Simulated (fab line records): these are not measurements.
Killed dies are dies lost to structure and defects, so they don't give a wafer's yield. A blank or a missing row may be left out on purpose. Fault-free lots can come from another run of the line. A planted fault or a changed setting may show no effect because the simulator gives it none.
Problem report in the 8D (eight disciplines) form, filled by code	flow gf180mcu	the parts of the form that need people (team, actions taken, sign-off) are left out

1. PROBLEM STATEMENT
At GF_VT_IMPLANT_SOFTBAKE_36, heater power total W averages 62.29 W over 3 wafers from 2 lots, while fault-free wafers read 56.60 W, standard deviation 0.043. So: +99 or more standard deviations from the usual mean.
The step: time 60 s.
Earliest sighting: wafer L952.1 on litho track-04 at day 10 12:40. The record holds 39 wafers of 13 lots with a number at this step. By rule, "out" or "out of limits" means more than 4 standard deviations away from the usual mean. All remaining wafers that have a number are taken as sound.

2. WHAT IT IS, AND WHAT IT ISN'T
question	is	is not
which readings at this step	heater power total W, run length s	-
which lots	L952, L953	L940, L942, L943, L944, L945, L949, L957, L958, L959, L961, L962
which wafers of those lots	L952.1, L953.1, L953.6	L952.2, L952.5, L953.3
read on which tools	litho track-04	litho track-01, litho track-03
when	from day 10 12:40	up to then (20 sound wafers); but 16 sound wafers of L953, L957, L958, L959, L961, L962 came after

3. SUSPECTS, AND WHAT RULES EACH OUT
Counting: a tool at a process step up to the reading stays a suspect if it ran every lot that is out. Sound lots after the first of them don't rule it out here, since some wafers of a struck lot are sound.
- litho track-04 at GF_VT_IMPLANT_SOFTBAKE_36 (time 60 s): kept. It ran every lot that is out, first L952 (day 10 12:40); its last sound lot up to then is L945 (day 8 14:51). Its own heater power total W, run length s readings are out on those wafers.
After counting, what remains is litho track-04 at GF_VT_IMPLANT_SOFTBAKE_36.

4. THE CAUSE (what the simulator had put in)
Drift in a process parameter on litho track-04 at GF_VT_IMPLANT_SOFTBAKE_36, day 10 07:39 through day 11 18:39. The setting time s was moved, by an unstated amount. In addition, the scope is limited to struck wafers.
Only this tool survived the counting.

5. SEQUENCE OF EFFECTS, ordered by route
Rows list readings where the struck wafers' mean (over those with a number) sits beyond 3 standard deviations from the usual. Only readings whose record carries a usual standard deviation are examined. hours: median over the lots of the time between each lot's start at the first step of this table that gives one and its start at this step. sigmas: the change, counted in usual standard deviations.
hours	step	reading	usual	on struck wafers	change	sigmas
0	GF_VT_IMPLANT_SOFTBAKE_36	heater power total W	56.60 W	62.29	+5.69	+99 or more
0	GF_VT_IMPLANT_SOFTBAKE_36	run length s	89.20 s	74.65	-14.55	-91
Here are the process steps it includes:
- GF_VT_IMPLANT_SOFTBAKE_36: time 60 s.
At these later measuring or inspecting steps, every struck wafer for which the step has a row has a number for every such reading, and none has moved that far: GF_POLY_GATE_THK_MEAS_01.

6. HOW IT WOULD HAVE BEEN CAUGHT EARLIER
5 hours passed between the start of the fault at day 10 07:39 and the first reading out of limits in this record, taken at day 10 12:40.
